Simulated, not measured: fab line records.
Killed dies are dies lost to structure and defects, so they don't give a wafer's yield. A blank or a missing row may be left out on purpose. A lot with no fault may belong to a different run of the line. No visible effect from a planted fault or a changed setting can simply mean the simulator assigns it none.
What tool caused it? / flow gf180mcu / 11 lots with 33 wafers sampled at 5 steps, on a route of 602 steps

== WHAT THE GAUGES SHOWED, per wafer ==
GF_M4_RS_MEAS_05: the measuring method here is four-point-probe.
lot=L667; measured=day 23 07:52; on=film metro-02; M4_ALCU_RS (ohm/sq)=0.0695 0.0691 0.0692
lot=L668; measured=day 24 04:28; on=film metro-01; M4_ALCU_RS (ohm/sq)=0.0704 0.0703 0.0704
lot=L669; measured=day 24 07:35; on=film metro-04; M4_ALCU_RS (ohm/sq)=0.0701 0.0698 0.0696
lot=L671; measured=day 24 20:54; on=film metro-04; M4_ALCU_RS (ohm/sq)=0.0685 0.0692 0.0685
lot=L672; measured=day 25 03:01; on=film metro-01; M4_ALCU_RS (ohm/sq)=0.0713 0.0706 0.0705
lot=L673; measured=day 25 13:41; on=film metro-02; M4_ALCU_RS (ohm/sq)=0.0705 0.0703 0.0696
lot=L679; measured=day 27 09:50; on=film metro-02; M4_ALCU_RS (ohm/sq)=0.0695 0.0701 0.0648
lot=L684; measured=day 28 20:52; on=film metro-04; M4_ALCU_RS (ohm/sq)=0.0703 0.0699 0.0700
lot=L687; measured=day 29 19:49; on=film metro-04; M4_ALCU_RS (ohm/sq)=0.0697 0.0688 0.0694
lot=L688; measured=day 29 23:34; on=film metro-04; M4_ALCU_RS (ohm/sq)=0.0717 0.0707 0.0705
lot=L689; measured=day 30 03:50; on=film metro-02; M4_ALCU_RS (ohm/sq)=0.0705 0.0702 0.0705

== TOOL THAT RAN EACH LOT (tool first, then ch and the chambers of the sampled wafers, then the start) ==
lot=L667; GF_M3_SPUTTER_04=pvd sputter-02, day 21 04:55; GF_M3_METAL_ETCH_16=rie metal-01 ch 0,1, day 22 05:26; GF_V3_ETCH_16=rie diel-01 ch 0,1,3, day 23 06:17; GF_M4_SPUTTER_02=pvd sputter-02, day 23 07:47
lot=L668; GF_M3_SPUTTER_04=pvd sputter-02, day 22 02:34; GF_M3_METAL_ETCH_16=rie metal-01 ch 0,1, day 23 02:41; GF_V3_ETCH_16=rie diel-04 ch 0,3, day 24 02:44; GF_M4_SPUTTER_02=pvd sputter-01, day 24 04:19
lot=L669; GF_M3_SPUTTER_04=pvd sputter-04, day 22 06:56; GF_M3_METAL_ETCH_16=rie metal-02 ch 0,1, day 23 06:14; GF_V3_ETCH_16=rie diel-02 ch 0,1,3, day 24 05:59; GF_M4_SPUTTER_02=pvd sputter-02, day 24 07:29
lot=L671; GF_M3_SPUTTER_04=pvd sputter-03, day 22 20:44; GF_M3_METAL_ETCH_16=rie metal-01 ch 0,1, day 23 19:35; GF_V3_ETCH_16=rie diel-02 ch 0,1,2, day 24 19:17; GF_M4_SPUTTER_02=pvd sputter-03, day 24 20:49
lot=L672; GF_M3_SPUTTER_04=pvd sputter-02, day 23 02:40; GF_M3_METAL_ETCH_16=rie metal-02 ch 0,1, day 24 01:26; GF_V3_ETCH_16=rie diel-02 ch 0,1, day 25 01:05; GF_M4_SPUTTER_02=pvd sputter-03, day 25 02:52
lot=L673; GF_M3_SPUTTER_04=pvd sputter-03, day 23 14:06; GF_M3_METAL_ETCH_16=rie metal-02 ch 0,1, day 24 13:11; GF_V3_ETCH_16=rie diel-02 ch 0,2,3, day 25 12:05; GF_M4_SPUTTER_02=pvd sputter-03, day 25 13:35
lot=L679; GF_M3_SPUTTER_04=pvd sputter-03, day 25 12:37; GF_M3_METAL_ETCH_16=rie metal-01 ch 0,1, day 26 10:08; GF_V3_ETCH_16=rie diel-04 ch 1,2,3, day 27 08:11; GF_M4_SPUTTER_02=pvd sputter-01, day 27 09:43
lot=L684; GF_M3_SPUTTER_04=pvd sputter-02, day 27 01:41; GF_M3_METAL_ETCH_16=rie metal-02 ch 0,1, day 27 21:52; GF_V3_ETCH_16=rie diel-04 ch 0,1,2, day 28 19:17; GF_M4_SPUTTER_02=pvd sputter-03, day 28 20:47
lot=L687; GF_M3_SPUTTER_04=pvd sputter-04, day 28 00:57; GF_M3_METAL_ETCH_16=rie metal-02 ch 0,1, day 28 20:26; GF_V3_ETCH_16=rie diel-02 ch 0,1, day 29 18:11; GF_M4_SPUTTER_02=pvd sputter-03, day 29 19:41
lot=L688; GF_M3_SPUTTER_04=pvd sputter-04, day 28 04:53; GF_M3_METAL_ETCH_16=rie metal-02 ch 0,1, day 29 01:08; GF_V3_ETCH_16=rie diel-04 ch 1,2, day 29 21:59; GF_M4_SPUTTER_02=pvd sputter-03, day 29 23:29
lot=L689; GF_M3_SPUTTER_04=pvd sputter-03, day 28 09:11; GF_M3_METAL_ETCH_16=rie metal-01 ch 0, day 29 05:23; GF_V3_ETCH_16=rie diel-04 ch 0,2,3, day 30 01:32; GF_M4_SPUTTER_02=pvd sputter-02, day 30 03:43
- GF_M3_SPUTTER_04: material TiN, target thk 50 nm, time 41.7 s.
- GF_M3_METAL_ETCH_16: etches the open film in Cl2/BCl3, stops on SiO2, target depth 750.8 nm, time 125.1 s.
- GF_V3_ETCH_16: etches BARC in N2/H2.
- GF_M4_SPUTTER_02: material AlCu, target thk 450 nm, time 23.9 s.

== THE ANSWER, worked out from the rows above alone ==
Rule: the usual values come from the lots themselves. The widest of any qualifying gaps counts: lots, ordered by their means at a reading, are off when they make up no more than a third of the lots, leave a main group of 4 or more, and stand apart from it by 3 or more times the standard deviation of that group's means. The tables above print the reading to a certain number of digits; a main group whose means all agree to those digits is not used. Also off: a lot with no number at a reading for which 4 or more lots have one. All remaining lots with rows at the step are treated as sound.
No lot is off on any of the readings shown, so nothing can be concluded from this.

== WHAT WAS PUT IN BY THE SIMULATOR ==
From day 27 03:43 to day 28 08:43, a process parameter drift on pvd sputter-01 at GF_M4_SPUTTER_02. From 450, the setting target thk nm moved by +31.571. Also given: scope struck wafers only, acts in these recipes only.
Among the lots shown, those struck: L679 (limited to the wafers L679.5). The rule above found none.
